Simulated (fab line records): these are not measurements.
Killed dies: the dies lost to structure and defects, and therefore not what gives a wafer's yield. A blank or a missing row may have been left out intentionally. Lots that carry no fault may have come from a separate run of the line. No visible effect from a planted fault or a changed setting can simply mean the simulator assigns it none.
The tool behind it: which one? || flow sky130 || 12 lots with 36 wafers sampled at 6 steps, on a route of 708 steps

== WHAT THE GAUGES READ, wafer by wafer ==
SKY_SD_N_RS_MEAS_17: measurement is done with a four-point probe. Usual: for SD_P_RS the level is 147.1 ohm/sq and the standard deviation is 0.36.
{"lot": "L816", "measured": "day 28 07:46", "on": "film-metro-03", "SD_P_RS (ohm/sq)": "146.6 146.3 146.4", "flag": ""}
{"lot": "L817", "measured": "day 28 09:44", "on": "film-metro-04", "SD_P_RS (ohm/sq)": "147.3 146.9 147.4", "flag": ""}
{"lot": "L820", "measured": "day 29 16:16", "on": "film-metro-03", "SD_P_RS (ohm/sq)": "147.1 147.3 146.8", "flag": ""}
{"lot": "L821", "measured": "day 29 17:17", "on": "film-metro-04", "SD_P_RS (ohm/sq)": "147.0 146.9 147.3", "flag": ""}
{"lot": "L822", "measured": "day 30 06:44", "on": "film-metro-03", "SD_P_RS (ohm/sq)": "147.5 147.6 147.7", "flag": ""}
{"lot": "L824", "measured": "day 30 18:38", "on": "film-metro-04", "SD_P_RS (ohm/sq)": "146.8 146.9 146.9", "flag": ""}
{"lot": "L825", "measured": "day 30 20:50", "on": "film-metro-02", "SD_P_RS (ohm/sq)": "146.9 147.6 147.2", "flag": ""}
{"lot": "L826", "measured": "day 30 23:38", "on": "film-metro-03", "SD_P_RS (ohm/sq)": "147.3 147.0 147.0", "flag": ""}
{"lot": "L835", "measured": "day 34 00:03", "on": "film-metro-03", "SD_P_RS (ohm/sq)": "147.4 147.1 147.1", "flag": ""}
{"lot": "L834", "measured": "day 34 00:09", "on": "film-metro-02", "SD_P_RS (ohm/sq)": "147.3 146.9 147.1", "flag": ""}
{"lot": "L837", "measured": "day 34 22:50", "on": "film-metro-04", "SD_P_RS (ohm/sq)": "147.5 147.1 147.1", "flag": ""}
{"lot": "L839", "measured": "day 35 07:47", "on": "film-metro-03", "SD_P_RS (ohm/sq)": "147.1 147.1 146.4", "flag": ""}

SKY_LI_CONTACT_OVL_MEAS_13. Usual: for LI_CONTACT_OVL the level is 5 nm and the standard deviation is 5.4.
{"lot": "L816", "measured": "day 29 12:05", "on": "overlay-02", "LI_CONTACT_OVL (nm)": "8 0 -1", "flag": ""}
{"lot": "L817", "measured": "day 29 14:28", "on": "overlay-02", "LI_CONTACT_OVL (nm)": "-3 1 1", "flag": ""}
{"lot": "L820", "measured": "day 30 20:18", "on": "overlay-01", "LI_CONTACT_OVL (nm)": "4 4 0", "flag": ""}
{"lot": "L821", "measured": "day 30 21:29", "on": "overlay-01", "LI_CONTACT_OVL (nm)": "9 6 7", "flag": ""}
{"lot": "L822", "measured": "day 31 11:36", "on": "overlay-02", "LI_CONTACT_OVL (nm)": "15 8 7", "flag": ""}
{"lot": "L824", "measured": "day 31 23:02", "on": "overlay-02", "LI_CONTACT_OVL (nm)": "1 2 3", "flag": ""}
{"lot": "L825", "measured": "day 32 00:52", "on": "overlay-02", "LI_CONTACT_OVL (nm)": "8 2 3", "flag": ""}
{"lot": "L826", "measured": "day 32 03:08", "on": "overlay-01", "LI_CONTACT_OVL (nm)": "2 -8 -6", "flag": ""}
{"lot": "L835", "measured": "day 35 03:32", "on": "overlay-01", "LI_CONTACT_OVL (nm)": "8 7 7", "flag": ""}
{"lot": "L834", "measured": "day 35 03:41", "on": "overlay-02", "LI_CONTACT_OVL (nm)": "9 7 4", "flag": ""}
{"lot": "L837", "measured": "day 36 01:56", "on": "overlay-02", "LI_CONTACT_OVL (nm)": "-10 -2 -7", "flag": ""}
{"lot": "L839", "measured": "day 36 11:15", "on": "overlay-01", "LI_CONTACT_OVL (nm)": "6 6 4", "flag": ""}

SKY_LOCAL_INTERCONNECT_RS_MEAS_01: measurement is done with a four-point probe. Usual: for LOCAL_INTERCONNECT_TIN_RS the level is 14.23 ohm/sq and the standard deviation is 0.15.
{"lot": "L816", "measured": "day 29 13:22", "on": "film-metro-04", "LOCAL_INTERCONNECT_TIN_RS (ohm/sq)": "14.39 14.52 14.25", "flag": ""}
{"lot": "L817", "measured": "day 29 15:44", "on": "film-metro-04", "LOCAL_INTERCONNECT_TIN_RS (ohm/sq)": "14.13 14.14 14.20", "flag": ""}
{"lot": "L820", "measured": "day 30 21:34", "on": "film-metro-01", "LOCAL_INTERCONNECT_TIN_RS (ohm/sq)": "14.19 14.34 14.24", "flag": ""}
{"lot": "L821", "measured": "day 30 22:44", "on": "film-metro-01", "LOCAL_INTERCONNECT_TIN_RS (ohm/sq)": "13.97 14.13 14.03", "flag": ""}
{"lot": "L822", "measured": "day 31 12:52", "on": "film-metro-01", "LOCAL_INTERCONNECT_TIN_RS (ohm/sq)": "14.25 14.31 14.13", "flag": ""}
{"lot": "L824", "measured": "day 32 00:20", "on": "film-metro-01", "LOCAL_INTERCONNECT_TIN_RS (ohm/sq)": "- - -", "flag": "OFF"}
{"lot": "L825", "measured": "day 32 02:09", "on": "film-metro-02", "LOCAL_INTERCONNECT_TIN_RS (ohm/sq)": "- - -", "flag": "OFF"}
{"lot": "L826", "measured": "day 32 04:25", "on": "film-metro-02", "LOCAL_INTERCONNECT_TIN_RS (ohm/sq)": "- - -", "flag": "OFF"}
{"lot": "L835", "measured": "day 35 04:47", "on": "film-metro-02", "LOCAL_INTERCONNECT_TIN_RS (ohm/sq)": "14.26 14.11 14.09", "flag": ""}
{"lot": "L834", "measured": "day 35 04:58", "on": "film-metro-01", "LOCAL_INTERCONNECT_TIN_RS (ohm/sq)": "14.30 14.42 14.47", "flag": ""}
{"lot": "L837", "measured": "day 36 03:13", "on": "film-metro-02", "LOCAL_INTERCONNECT_TIN_RS (ohm/sq)": "14.35 14.34 14.44", "flag": ""}
{"lot": "L839", "measured": "day 36 12:35", "on": "film-metro-04", "LOCAL_INTERCONNECT_TIN_RS (ohm/sq)": "14.15 14.27 14.08", "flag": ""}

SKY_LOCAL_INTERCONNECT_THK_MEAS_02: measures by xrf. Usual: for LOCAL_INTERCONNECT_TIN_THK the level is 100.0 nm and the standard deviation is 1.2.
{"lot": "L816", "measured": "day 29 13:28", "on": "film-metro-04", "LOCAL_INTERCONNECT_TIN_THK (nm)": "98.5 98.3 99.4", "flag": ""}
{"lot": "L817", "measured": "day 29 15:50", "on": "film-metro-04", "LOCAL_INTERCONNECT_TIN_THK (nm)": "100.0 100.2 100.2", "flag": ""}
{"lot": "L820", "measured": "day 30 21:41", "on": "film-metro-01", "LOCAL_INTERCONNECT_TIN_THK (nm)": "100.4 99.4 100.3", "flag": ""}
{"lot": "L821", "measured": "day 30 22:52", "on": "film-metro-01", "LOCAL_INTERCONNECT_TIN_THK (nm)": "102.2 100.4 101.5", "flag": ""}
{"lot": "L822", "measured": "day 31 12:59", "on": "film-metro-01", "LOCAL_INTERCONNECT_TIN_THK (nm)": "100.4 99.8 101.1", "flag": ""}
{"lot": "L824", "measured": "day 32 00:26", "on": "film-metro-01", "LOCAL_INTERCONNECT_TIN_THK (nm)": "<0.0 <0.0 <0.0", "flag": "OFF"}
{"lot": "L825", "measured": "day 32 02:15", "on": "film-metro-02", "LOCAL_INTERCONNECT_TIN_THK (nm)": "<0.0 <0.0 <0.0", "flag": "OFF"}
{"lot": "L826", "measured": "day 32 04:32", "on": "film-metro-02", "LOCAL_INTERCONNECT_TIN_THK (nm)": "<0.0 <0.0 <0.0", "flag": "OFF"}
{"lot": "L835", "measured": "day 35 04:55", "on": "film-metro-02", "LOCAL_INTERCONNECT_TIN_THK (nm)": "100.2 101.0 101.0", "flag": ""}
{"lot": "L834", "measured": "day 35 05:05", "on": "film-metro-01", "LOCAL_INTERCONNECT_TIN_THK (nm)": "100.4 98.3 98.8", "flag": ""}
{"lot": "L837", "measured": "day 36 03:20", "on": "film-metro-02", "LOCAL_INTERCONNECT_TIN_THK (nm)": "99.4 99.5 98.8", "flag": ""}
{"lot": "L839", "measured": "day 36 12:41", "on": "film-metro-04", "LOCAL_INTERCONNECT_TIN_THK (nm)": "100.7 99.0 100.7", "flag": ""}

SKY_LOCAL_INTERCONNECT_CD_MEAS_11: the cd target is 170 nm. Usual: cd-nm 170.3 nm, standard deviation 1.7.
{"lot": "L816", "measured": "day 30 17:30", "on": "cd-sem-01", "cd-nm (nm)": "170.4 170.3 169.9", "flag": ""}
{"lot": "L817", "measured": "day 30 18:57", "on": "cd-sem-02", "cd-nm (nm)": "170.5 171.6 170.2", "flag": ""}
{"lot": "L820", "measured": "day 32 00:05", "on": "cd-sem-01", "cd-nm (nm)": "173.5 172.9 173.3", "flag": ""}
{"lot": "L821", "measured": "day 32 02:04", "on": "cd-sem-01", "cd-nm (nm)": "170.2 171.3 169.5", "flag": ""}
{"lot": "L822", "measured": "day 32 16:05", "on": "cd-sem-01", "cd-nm (nm)": "165.9 168.4 169.1", "flag": ""}
{"lot": "L824", "measured": "day 33 03:31", "on": "cd-sem-01", "cd-nm (nm)": "167.9 168.0 167.5", "flag": ""}
{"lot": "L825", "measured": "day 33 05:27", "on": "cd-sem-02", "cd-nm (nm)": "169.7 170.6 169.5", "flag": ""}
{"lot": "L826", "measured": "day 33 06:44", "on": "cd-sem-01", "cd-nm (nm)": "168.7 166.9 169.0", "flag": ""}
{"lot": "L835", "measured": "day 36 07:29", "on": "cd-sem-02", "cd-nm (nm)": "169.1 169.4 167.8", "flag": ""}
{"lot": "L834", "measured": "day 36 07:49", "on": "cd-sem-02", "cd-nm (nm)": "168.2 167.9 167.8", "flag": ""}
{"lot": "L837", "measured": "day 37 03:40", "on": "cd-sem-02", "cd-nm (nm)": "172.4 173.1 172.6", "flag": ""}
{"lot": "L839", "measured": "day 37 14:03", "on": "cd-sem-01", "cd-nm (nm)": "171.9 172.8 171.8", "flag": ""}

== WHAT TOOL EACH LOT RAN ON (gives the tool, then ch and the chambers of the sampled wafers, and finally the start) ==
{"lot": "L816", "SKY_LOCAL_INTERCONNECT_SPUTTER_00": "pvd-sputter-01, day 29 13:16"}
{"lot": "L817", "SKY_LOCAL_INTERCONNECT_SPUTTER_00": "pvd-sputter-01, day 29 15:39"}
{"lot": "L820", "SKY_LOCAL_INTERCONNECT_SPUTTER_00": "pvd-sputter-01, day 30 21:30"}
{"lot": "L821", "SKY_LOCAL_INTERCONNECT_SPUTTER_00": "pvd-sputter-03, day 30 22:41"}
{"lot": "L822", "SKY_LOCAL_INTERCONNECT_SPUTTER_00": "pvd-sputter-01, day 31 12:49"}
{"lot": "L824", "SKY_LOCAL_INTERCONNECT_SPUTTER_00": "pvd-sputter-03, day 32 00:14"}
{"lot": "L825", "SKY_LOCAL_INTERCONNECT_SPUTTER_00": "pvd-sputter-01, day 32 02:03"}
{"lot": "L826", "SKY_LOCAL_INTERCONNECT_SPUTTER_00": "pvd-sputter-03, day 32 04:20"}
{"lot": "L835", "SKY_LOCAL_INTERCONNECT_SPUTTER_00": "pvd-sputter-02, day 35 04:44"}
{"lot": "L834", "SKY_LOCAL_INTERCONNECT_SPUTTER_00": "pvd-sputter-01, day 35 04:54"}
{"lot": "L837", "SKY_LOCAL_INTERCONNECT_SPUTTER_00": "pvd-sputter-01, day 36 03:09"}
{"lot": "L839", "SKY_LOCAL_INTERCONNECT_SPUTTER_00": "pvd-sputter-03, day 36 12:30"}
- SKY_LOCAL_INTERCONNECT_SPUTTER_00: material TiN, target thk 100 nm, time 83.3 s.

== WHAT THE TOOLS THEMSELVES READ (means of the sampled wafers that have a number; where no wafer has one, the mark that the record gives instead) ==
SKY_LOCAL_INTERCONNECT_SPUTTER_00. Usual: cathode-dc-power-W 6500.2 W, standard deviation 1.1; chamber-pressure-pa 0.4000 Pa, standard deviation 0.00077; throttle-valve-pct 30.2 %, standard deviation 0.94.
{"lot": "L816", "tool": "pvd-sputter-01", "cathode-dc-power-W (W)": 6500.8, "chamber-pressure-pa (Pa)": 0.4001, "throttle-valve-pct (%)": 30.8, "flag": ""}
{"lot": "L817", "tool": "pvd-sputter-01", "cathode-dc-power-W (W)": 6500.4, "chamber-pressure-pa (Pa)": 0.3997, "throttle-valve-pct (%)": 30.6, "flag": ""}
{"lot": "L820", "tool": "pvd-sputter-01", "cathode-dc-power-W (W)": 6499.9, "chamber-pressure-pa (Pa)": 0.4010, "throttle-valve-pct (%)": 30.6, "flag": ""}
{"lot": "L821", "tool": "pvd-sputter-03", "cathode-dc-power-W (W)": 6499.6, "chamber-pressure-pa (Pa)": 0.4002, "throttle-valve-pct (%)": 29.0, "flag": ""}
{"lot": "L822", "tool": "pvd-sputter-01", "cathode-dc-power-W (W)": 6500.3, "chamber-pressure-pa (Pa)": 0.3999, "throttle-valve-pct (%)": 30.9, "flag": ""}
{"lot": "L824", "tool": "pvd-sputter-03", "cathode-dc-power-W (W)": "-", "chamber-pressure-pa (Pa)": "-", "throttle-valve-pct (%)": "-", "flag": "OFF"}
{"lot": "L825", "tool": "pvd-sputter-01", "cathode-dc-power-W (W)": "-", "chamber-pressure-pa (Pa)": "-", "throttle-valve-pct (%)": "-", "flag": "OFF"}
{"lot": "L826", "tool": "pvd-sputter-03", "cathode-dc-power-W (W)": "-", "chamber-pressure-pa (Pa)": "-", "throttle-valve-pct (%)": "-", "flag": "OFF"}
{"lot": "L835", "tool": "pvd-sputter-02", "cathode-dc-power-W (W)": 6500.6, "chamber-pressure-pa (Pa)": 0.4000, "throttle-valve-pct (%)": 29.2, "flag": ""}
{"lot": "L834", "tool": "pvd-sputter-01", "cathode-dc-power-W (W)": 6499.1, "chamber-pressure-pa (Pa)": 0.3995, "throttle-valve-pct (%)": 30.0, "flag": ""}
{"lot": "L837", "tool": "pvd-sputter-01", "cathode-dc-power-W (W)": 6499.4, "chamber-pressure-pa (Pa)": 0.4008, "throttle-valve-pct (%)": 30.4, "flag": ""}
{"lot": "L839", "tool": "pvd-sputter-03", "cathode-dc-power-W (W)": 6499.4, "chamber-pressure-pa (Pa)": 0.3998, "throttle-valve-pct (%)": 29.1, "flag": ""}

== THE ANSWER, worked out from the rows above alone ==
Rule: lot off if the mean of its wafers having a number is beyond 3 standard deviations from the usual mean. A lot without any number at a reading at which 4 lots or more have one is off too. All remaining lots with rows at the step are treated as sound. First the gauges in route order, then the tools' own readings, where a lot's mean is used as printed above. The first step at which some lot is off is used, and at that step the reading that is off furthest; a lot without a number counts as furthest.
Off: L824, L825, L826, seen at SKY_LOCAL_INTERCONNECT_RS_MEAS_01 (LOCAL_INTERCONNECT_TIN_RS). Without a number there: L824, L825, L826.
If a tool, at a process step before that reading, ran all the lots that are off and no sound lot after the first of them, it fits. The gauges at SKY_LOCAL_INTERCONNECT_RS_MEAS_01 aren't tried: what is off there is off at SKY_LOCAL_INTERCONNECT_SPUTTER_00 too, on other tools, and a gauge's error can't cause that. Not one of the candidates tried fits.

== WHAT HAD BEEN PUT IN BY THE SIMULATOR ==
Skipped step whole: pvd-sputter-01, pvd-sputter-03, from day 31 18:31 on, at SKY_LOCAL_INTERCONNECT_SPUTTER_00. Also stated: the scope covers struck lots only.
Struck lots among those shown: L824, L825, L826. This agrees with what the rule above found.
